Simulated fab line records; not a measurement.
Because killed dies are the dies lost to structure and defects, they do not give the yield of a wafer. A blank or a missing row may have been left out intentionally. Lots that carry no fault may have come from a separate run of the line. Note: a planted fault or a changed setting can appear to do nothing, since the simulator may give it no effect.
Chamber matching + flow sky130 + SKY_VIA4_CMP_21 on cmp-02: 4 sister chambers
The step polishes, stops on SiO2, t overpolish 25 s, target thk 0 nm. 14 wafers are shown with their chamber, then 7 later ones without.

== WAFERS PAIRED WITH THEIR CHAMBERS ==
| wafer  | chamber | motorCurrentA (A) | timeToEndpointS (s) | headPressurePsi (psi) |
|--------|---------|-------------------|---------------------|-----------------------|
| L116.1 | 1       | 11.3              | 124                 | 3.496                 |
| L116.2 | 0       | 11.5              | 127                 | 3.504                 |
| L116.3 | 3       | 11.2              | 124                 | 3.501                 |
| L117.1 | 1       | 11.6              | 121                 | 3.494                 |
| L117.3 | 0       | 10.7              | 124                 | 3.492                 |
| L117.4 | 2       | 10.3              | 128                 | 3.497                 |
| L119.1 | 1       | 11.4              | 123                 | 3.501                 |
| L119.2 | 3       | 12.4              | 123                 | 3.506                 |
| L119.5 | 0       | 11.4              | 120                 | 3.501                 |
| L122.1 | 3       | 12.2              | 125                 | 3.504                 |
| L122.2 | 1       | 11.5              | 123                 | 3.506                 |
| L122.6 | 2       | 9.7               | 127                 | 3.508                 |
| L123.2 | 3       | 12.6              | 124                 | 3.490                 |
| L123.3 | 0       | 11.0              | 121                 | 3.482                 |

SIGNATURES, as means of the wafers listed above
| reading         | chamber 0 | chamber 1 | chamber 2 | chamber 3 | scatter within a chamber |
|-----------------|-----------|-----------|-----------|-----------|--------------------------|
| motorCurrentA   | 11.150    | 11.450    | 10.000    | 12.100    | 0.424                    |
| timeToEndpointS | 123.00    | 122.75    | 127.50    | 124.00    | 1.93                     |
| headPressurePsi | 3.49475   | 3.49925   | 3.50250   | 3.50025   | 0.00771                  |
Rule: a wafer lies at a distance from a chamber equal to the root of the sum of squares, over the readings, of (its reading less the chamber's mean, divided by the reading's scatter). The wafer belongs to the nearest chamber; if the next one is less than 2 further off, it can't be placed. The scatter is the square root of a quotient: the sum, over the shown wafers, of each reading's squared deviation from its chamber's mean, divided by wafers minus chambers.

== WAFERS WITHOUT THEIR CHAMBER ==
| wafer  | motorCurrentA (A) | timeToEndpointS (s) | headPressurePsi (psi) |
|--------|-------------------|---------------------|-----------------------|
| L123.5 | 11.3              | 121                 | 3.502                 |
| L126.1 | 10.5              | 122                 | 3.507                 |
| L126.2 | 11.4              | 128                 | 3.507                 |
| L126.5 | 9.4               | 130                 | 3.515                 |
| L127.2 | 11.7              | 128                 | 3.506                 |
| L127.4 | 11.1              | 119                 | 3.496                 |
| L127.5 | 11.5              | 128                 | 3.498                 |

== CHAMBER TAKEN BY EACH ==
| wafer  | from the rows above               | in truth |
|--------|-----------------------------------|----------|
| L123.5 | can't be placed: 1 or 0 or 3      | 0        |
| L126.1 | can't be placed: 0 or 1 or 2 or 3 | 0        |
| L126.2 | can't be placed: 3 or 1 or 0 or 2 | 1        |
| L126.5 | 2                                 | 2        |
| L127.2 | can't be placed: 3 or 1 or 0 or 2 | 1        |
| L127.4 | can't be placed: 0 or 1 or 3      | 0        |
| L127.5 | can't be placed: 3 or 1 or 0 or 2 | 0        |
Correct placement for 1 of the 7. Cannot be placed on the basis of these rows: 6; the candidates contain the true chamber in 6. 0 placed wrongly.
